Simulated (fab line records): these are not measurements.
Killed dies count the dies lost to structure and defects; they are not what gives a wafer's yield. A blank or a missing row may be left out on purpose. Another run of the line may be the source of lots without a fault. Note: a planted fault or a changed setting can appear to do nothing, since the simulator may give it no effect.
Problem report, 8D (eight disciplines) form, completed by code -- flow sky130 -- the parts of the form that need people (team, actions taken, sign-off) are left out

## 1. WHAT WENT WRONG
Wafers without a fault read 150.00, standard deviation 0.047; beam-energy-keV at SKY_VT_ADJUST_HVTP_IMPLANT_09 reads a mean of 141.01 on 9 wafers belonging to 3 lots. So: -99 or more standard deviations from the usual mean.
Earliest sighting: wafer L842.1 on implanter-03 at day 8 18:25. At this step, 45 wafers from 15 lots have a number in the record. Rule for "out" (also "out of limits"): further than 4 standard deviations from the usual mean. The other wafers with a number count as sound.

## 2. WHAT IT IS, WHAT IT ISN'T
question,is,is not
which readings at this step,beam-energy-keV,-
which lots,"L842, L843, L846","L833, L834, L835, L841, L844, L848, L849, L850, L851, L852, L855, L856"
which wafers of those lots,all that have a number,-
read on which tools,implanter-03,"implanter-01, implanter-02"
when,from day 8 18:25,"up to then (12 sound wafers); but 24 sound wafers of L844, L848, L849, L850, L851, L852, L855, L856 came after"

## 3. THE SUSPECTS, EACH WITH WHAT RULES IT OUT
Counting: a tool at any process step up to the reading remains a suspect when it ran all the lots that are out and ran no sound lot after the first of those.
- implanter-03 at SKY_VT_ADJUST_HVTP_IMPLANT_09: kept. Every lot that is out went through it, starting with L842 (day 8 18:25), and after that it ran no sound lot; the last sound lot it ran before then is L841 (day 8 05:55). Out on those wafers are its own readings of beam-energy-keV.
After counting, what remains is implanter-03 at SKY_VT_ADJUST_HVTP_IMPLANT_09.

## 4. THE CAUSE (what the simulator had put in)
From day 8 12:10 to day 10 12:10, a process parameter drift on implanter-03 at SKY_VT_ADJUST_HVTP_IMPLANT_09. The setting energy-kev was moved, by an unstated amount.
The count eliminated every tool but this one.

## 5. SEQUENCE OF EFFECTS, ordered by route
Rows list readings where the struck wafers' mean (over those with a number) sits beyond 3 standard deviations from the usual. Readings are gone through only where the record gives a usual standard deviation; hours: the median, over the lots, of the time from a lot's start at the first step in this table giving one to that lot's start at this step; sigmas: the change measured in usual standard deviations.
hours,step,reading,usual,on struck wafers,change,sigmas
0,SKY_VT_ADJUST_HVTP_IMPLANT_09,beam-energy-keV,150.00,141.01,-8.99,-99 or more
Process steps it contains:
- SKY_VT_ADJUST_HVTP_IMPLANT_09
Later steps that measure or inspect, where all struck wafers having a row at the step show a number for every such reading and not one has moved that far: SKY_LDD_P_OVL_MEAS_08, SKY_LDD_HVP_TW_MEAS_10, SKY_SD_N_RS_MEAS_18.

## 6. WHAT WOULD HAVE CAUGHT IT SOONER
In this record the first reading out of limits was taken at day 8 18:25, 6 hours after the fault began at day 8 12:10.
